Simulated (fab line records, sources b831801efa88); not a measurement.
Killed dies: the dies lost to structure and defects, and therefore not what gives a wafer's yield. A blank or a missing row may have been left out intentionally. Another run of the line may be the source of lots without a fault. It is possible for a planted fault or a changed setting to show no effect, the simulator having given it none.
Which tool is to blame? / flow sky130 / 12 lots, 36 wafers sampled, at 5 steps of a route of 708

WHAT EACH GAUGE READ, for each wafer
SKY_SONOS_ONO_CD_MEAS_13: target cd 410 nm. Usual: cd_nm at 410.4 nm, with a standard deviation of 2.
lot=L928; measured=day 13 16:39; on=cd_sem-01; cd_nm (nm)=406.1 406.2 405.3; flag=
lot=L929; measured=day 14 07:17; on=cd_sem-01; cd_nm (nm)=408.8 410.9 411.3; flag=
lot=L930; measured=day 14 12:33; on=cd_sem-02; cd_nm (nm)=411.4 409.8 410.2; flag=
lot=L931; measured=day 14 18:21; on=cd_sem-01; cd_nm (nm)=413.4 411.0 412.6; flag=
lot=L932; measured=day 15 01:35; on=cd_sem-02; cd_nm (nm)=410.3 410.2 409.8; flag=
lot=L933; measured=day 15 10:11; on=cd_sem-02; cd_nm (nm)=406.7 407.3 407.5; flag=
lot=L937; measured=day 16 20:56; on=cd_sem-01; cd_nm (nm)=410.3 408.4 409.5; flag=
lot=L938; measured=day 17 03:16; on=cd_sem-02; cd_nm (nm)=412.3 409.8 413.2; flag=
lot=L942; measured=day 18 18:36; on=cd_sem-02; cd_nm (nm)=411.5 410.1 410.5; flag=
lot=L944; measured=day 19 19:01; on=cd_sem-01; cd_nm (nm)=409.0 409.5 409.6; flag=
lot=L946; measured=day 20 08:39; on=cd_sem-02; cd_nm (nm)=415.3 414.7 413.7; flag=
lot=L949; measured=day 21 09:26; on=cd_sem-02; cd_nm (nm)=410.8 411.8 410.1; flag=

SKY_LDD_N_OVL_MEAS_07. Usual: for LDD_N_OVL the level is -0.3 nm and the standard deviation is 1.2.
lot=L928; measured=day 18 21:10; on=overlay-01; LDD_N_OVL (nm)=-0.4 -0.4 2.6; flag=
lot=L929; measured=day 19 18:16; on=overlay-02; LDD_N_OVL (nm)=-0.5 -0.7 -1.2; flag=
lot=L930; measured=day 20 01:37; on=overlay-01; LDD_N_OVL (nm)=-1.4 -2.0 0.1; flag=
lot=L931; measured=day 20 06:41; on=overlay-02; LDD_N_OVL (nm)=71.8 73.0 72.4; flag=OFF
lot=L932; measured=day 20 17:51; on=overlay-01; LDD_N_OVL (nm)=-0.5 -0.8 -0.7; flag=
lot=L933; measured=day 21 01:23; on=overlay-02; LDD_N_OVL (nm)=71.6 75.2 73.6; flag=OFF
lot=L937; measured=day 22 16:14; on=overlay-02; LDD_N_OVL (nm)=74.4 72.9 73.1; flag=OFF
lot=L938; measured=day 22 21:30; on=overlay-02; LDD_N_OVL (nm)=73.5 74.4 73.2; flag=OFF
lot=L942; measured=day 24 15:38; on=overlay-02; LDD_N_OVL (nm)=-0.5 -0.7 -0.7; flag=
lot=L944; measured=day 25 19:18; on=overlay-02; LDD_N_OVL (nm)=0.1 -0.8 0.3; flag=
lot=L946; measured=day 26 03:08; on=overlay-01; LDD_N_OVL (nm)=-1.2 1.3 -1.0; flag=
lot=L949; measured=day 27 02:24; on=overlay-02; LDD_N_OVL (nm)=1.4 0.9 0.2; flag=

SKY_LDD_N_TW_MEAS_17. Usual: for LDD_N_TW the level is 2579 and the standard deviation is 21.
lot=L928; measured=day 18 22:31; on=film_metro-03; LDD_N_TW=2556 2554 2553; flag=
lot=L929; measured=day 19 19:37; on=film_metro-03; LDD_N_TW=2549 2557 2558; flag=
lot=L930; measured=day 20 02:58; on=film_metro-02; LDD_N_TW=2582 2590 2602; flag=
lot=L931; measured=day 20 08:02; on=film_metro-02; LDD_N_TW=2599 2598 2592; flag=
lot=L932; measured=day 20 19:11; on=film_metro-02; LDD_N_TW=2602 2585 2595; flag=
lot=L933; measured=day 21 02:44; on=film_metro-02; LDD_N_TW=2585 2579 2564; flag=
lot=L937; measured=day 22 17:35; on=film_metro-02; LDD_N_TW=2594 2598 2579; flag=
lot=L938; measured=day 22 22:50; on=film_metro-03; LDD_N_TW=2547 2541 2549; flag=
lot=L942; measured=day 24 17:01; on=film_metro-01; LDD_N_TW=2614 2594 2601; flag=
lot=L944; measured=day 25 20:38; on=film_metro-02; LDD_N_TW=2586 2596 2578; flag=
lot=L946; measured=day 26 04:29; on=film_metro-02; LDD_N_TW=2598 2586 2594; flag=
lot=L949; measured=day 27 03:44; on=film_metro-01; LDD_N_TW=2555 2568 2581; flag=

TOOL THAT RAN EACH LOT (tool first, then ch and the chambers of the sampled wafers, then the start)
lot=L928; SKY_SONOS_ONO_ETCH_15=rie_diel-04 ch 1,2,3, day 13 16:45; SKY_LDD_N_EXPOSE_04=iline_stepper-02 ch 0, day 18 06:02
lot=L929; SKY_SONOS_ONO_ETCH_15=rie_diel-01 ch 0,1, day 14 07:24; SKY_LDD_N_EXPOSE_04=iline_stepper-02 ch 0, day 19 01:56
lot=L930; SKY_SONOS_ONO_ETCH_15=rie_diel-01 ch 0,3, day 14 12:39; SKY_LDD_N_EXPOSE_04=iline_stepper-01 ch 0, day 19 09:31
lot=L931; SKY_SONOS_ONO_ETCH_15=rie_diel-04 ch 0,2,3, day 14 18:31; SKY_LDD_N_EXPOSE_04=iline_stepper-02 ch 0, day 19 14:37
lot=L932; SKY_SONOS_ONO_ETCH_15=rie_diel-01 ch 1,2,3, day 15 01:45; SKY_LDD_N_EXPOSE_04=iline_stepper-01 ch 0, day 20 00:46
lot=L933; SKY_SONOS_ONO_ETCH_15=rie_diel-04 ch 0,2, day 15 10:21; SKY_LDD_N_EXPOSE_04=iline_stepper-02 ch 0, day 20 09:10
lot=L937; SKY_SONOS_ONO_ETCH_15=rie_diel-04 ch 0,1,2, day 16 21:06; SKY_LDD_N_EXPOSE_04=iline_stepper-02 ch 0, day 22 00:01
lot=L938; SKY_SONOS_ONO_ETCH_15=rie_diel-01 ch 0,1,2, day 17 03:24; SKY_LDD_N_EXPOSE_04=iline_stepper-02 ch 0, day 22 06:10
lot=L942; SKY_SONOS_ONO_ETCH_15=rie_diel-04 ch 0,2,3, day 18 18:46; SKY_LDD_N_EXPOSE_04=iline_stepper-01 ch 0, day 23 23:37
lot=L944; SKY_SONOS_ONO_ETCH_15=rie_diel-02 ch 0,1, day 19 19:09; SKY_LDD_N_EXPOSE_04=iline_stepper-01 ch 0, day 25 04:02
lot=L946; SKY_SONOS_ONO_ETCH_15=rie_diel-04 ch 0,1, day 20 08:49; SKY_LDD_N_EXPOSE_04=iline_stepper-01 ch 0, day 25 11:47
lot=L949; SKY_SONOS_ONO_ETCH_15=rie_diel-01 ch 1,2, day 21 09:36; SKY_LDD_N_EXPOSE_04=iline_stepper-01 ch 0, day 26 12:01
- SKY_SONOS_ONO_ETCH_15: etches the open film in CHF3/O2, target depth 19.52 nm, time 7.8 s.
- SKY_LDD_N_EXPOSE_04: exposes mask NTM, target cd 840 nm.

WHAT THE TOOLS THEMSELVES READ (means of the sampled wafers that have a number; where no wafer has one, the mark that the record gives instead)
SKY_SONOS_ONO_ETCH_15. Usual: bias_w 200.0 W, standard deviation 0.65; drypump_motor_current_A 5.7 A, standard deviation 0.39; oes_product_au 1.004 a.u., standard deviation 0.0096; throttle_valve_pct 8.826 %, standard deviation 0.0096.
lot=L928; tool=rie_diel-04; bias_w (W)=200.2; drypump_motor_current_A (A)=6.0; oes_product_au (a.u.)=1.011; throttle_valve_pct (%)=8.822; flag=
lot=L929; tool=rie_diel-01; bias_w (W)=200.1; drypump_motor_current_A (A)=6.1; oes_product_au (a.u.)=0.996; throttle_valve_pct (%)=8.833; flag=
lot=L930; tool=rie_diel-01; bias_w (W)=199.1; drypump_motor_current_A (A)=5.4; oes_product_au (a.u.)=1.003; throttle_valve_pct (%)=8.824; flag=
lot=L931; tool=rie_diel-04; bias_w (W)=200.7; drypump_motor_current_A (A)=5.7; oes_product_au (a.u.)=1.012; throttle_valve_pct (%)=8.818; flag=
lot=L932; tool=rie_diel-01; bias_w (W)=200.1; drypump_motor_current_A (A)=5.5; oes_product_au (a.u.)=0.997; throttle_valve_pct (%)=8.817; flag=
lot=L933; tool=rie_diel-04; bias_w (W)=200.3; drypump_motor_current_A (A)=5.6; oes_product_au (a.u.)=1.012; throttle_valve_pct (%)=8.832; flag=
lot=L937; tool=rie_diel-04; bias_w (W)=199.9; drypump_motor_current_A (A)=5.8; oes_product_au (a.u.)=1.012; throttle_valve_pct (%)=8.824; flag=
lot=L938; tool=rie_diel-01; bias_w (W)=199.8; drypump_motor_current_A (A)=5.8; oes_product_au (a.u.)=0.996; throttle_valve_pct (%)=8.823; flag=
lot=L942; tool=rie_diel-04; bias_w (W)=200.1; drypump_motor_current_A (A)=5.7; oes_product_au (a.u.)=1.011; throttle_valve_pct (%)=8.834; flag=
lot=L944; tool=rie_diel-02; bias_w (W)=199.8; drypump_motor_current_A (A)=5.4; oes_product_au (a.u.)=0.996; throttle_valve_pct (%)=8.812; flag=
lot=L946; tool=rie_diel-04; bias_w (W)=199.7; drypump_motor_current_A (A)=5.7; oes_product_au (a.u.)=1.008; throttle_valve_pct (%)=8.827; flag=
lot=L949; tool=rie_diel-01; bias_w (W)=199.9; drypump_motor_current_A (A)=5.7; oes_product_au (a.u.)=0.997; throttle_valve_pct (%)=8.830; flag=

SKY_LDD_N_EXPOSE_04. Usual: exposure_dose_mJ_cm2 110.00, standard deviation 0.1; stage_vel_mm_s 500.01 mm/s, standard deviation 0.26.
lot=L928; tool=iline_stepper-02; exposure_dose_mJ_cm2=110.03; stage_vel_mm_s (mm/s)=499.81; flag=
lot=L929; tool=iline_stepper-02; exposure_dose_mJ_cm2=110.04; stage_vel_mm_s (mm/s)=499.39; flag=
lot=L930; tool=iline_stepper-01; exposure_dose_mJ_cm2=109.96; stage_vel_mm_s (mm/s)=500.08; flag=
lot=L931; tool=iline_stepper-02; exposure_dose_mJ_cm2=109.98; stage_vel_mm_s (mm/s)=499.78; flag=
lot=L932; tool=iline_stepper-01; exposure_dose_mJ_cm2=110.02; stage_vel_mm_s (mm/s)=500.13; flag=
lot=L933; tool=iline_stepper-02; exposure_dose_mJ_cm2=110.17; stage_vel_mm_s (mm/s)=500.15; flag=
lot=L937; tool=iline_stepper-02; exposure_dose_mJ_cm2=109.91; stage_vel_mm_s (mm/s)=500.14; flag=
lot=L938; tool=iline_stepper-02; exposure_dose_mJ_cm2=110.03; stage_vel_mm_s (mm/s)=499.78; flag=
lot=L942; tool=iline_stepper-01; exposure_dose_mJ_cm2=110.06; stage_vel_mm_s (mm/s)=500.37; flag=
lot=L944; tool=iline_stepper-01; exposure_dose_mJ_cm2=109.97; stage_vel_mm_s (mm/s)=500.34; flag=
lot=L946; tool=iline_stepper-01; exposure_dose_mJ_cm2=109.90; stage_vel_mm_s (mm/s)=500.13; flag=
lot=L949; tool=iline_stepper-01; exposure_dose_mJ_cm2=109.99; stage_vel_mm_s (mm/s)=499.91; flag=

THE ANSWER, worked out from the rows above alone
Rule: a lot counts as off when the mean over its wafers that have a number is more than 3 standard deviations away from the usual mean. Also off: a lot with no number at a reading for which 4 or more lots have one. Any other lot the step has rows for is counted as sound. The gauges are gone through in route order, then the tools' own readings, and for those a lot's mean is taken as printed above. The first step at which some lot is off is used, and at that step the reading that is off furthest; a lot without a number counts as furthest.
Off: L931, L933, L937, L938, at SKY_LDD_N_OVL_MEAS_07 (LDD_N_OVL).
A tool fits if, at a process step before that reading, it ran every lot that is off, and no sound lot after the first of them. The gauges at SKY_LDD_N_OVL_MEAS_07 are tried like those tools. One fits: iline_stepper-02 at SKY_LDD_N_EXPOSE_04. A fault onset in the window from L929 (day 19 01:56, its last sound lot) to L931 (day 19 14:37, its first lot off) fits.

WHAT THE SIMULATOR HAD INSERTED
Scanner matching overlay: iline_stepper-02, from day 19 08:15 on, at SKY_LDD_N_EXPOSE_04. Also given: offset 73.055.
Lots struck among those shown: L931, L933, L937, L938. The rule above found the same.
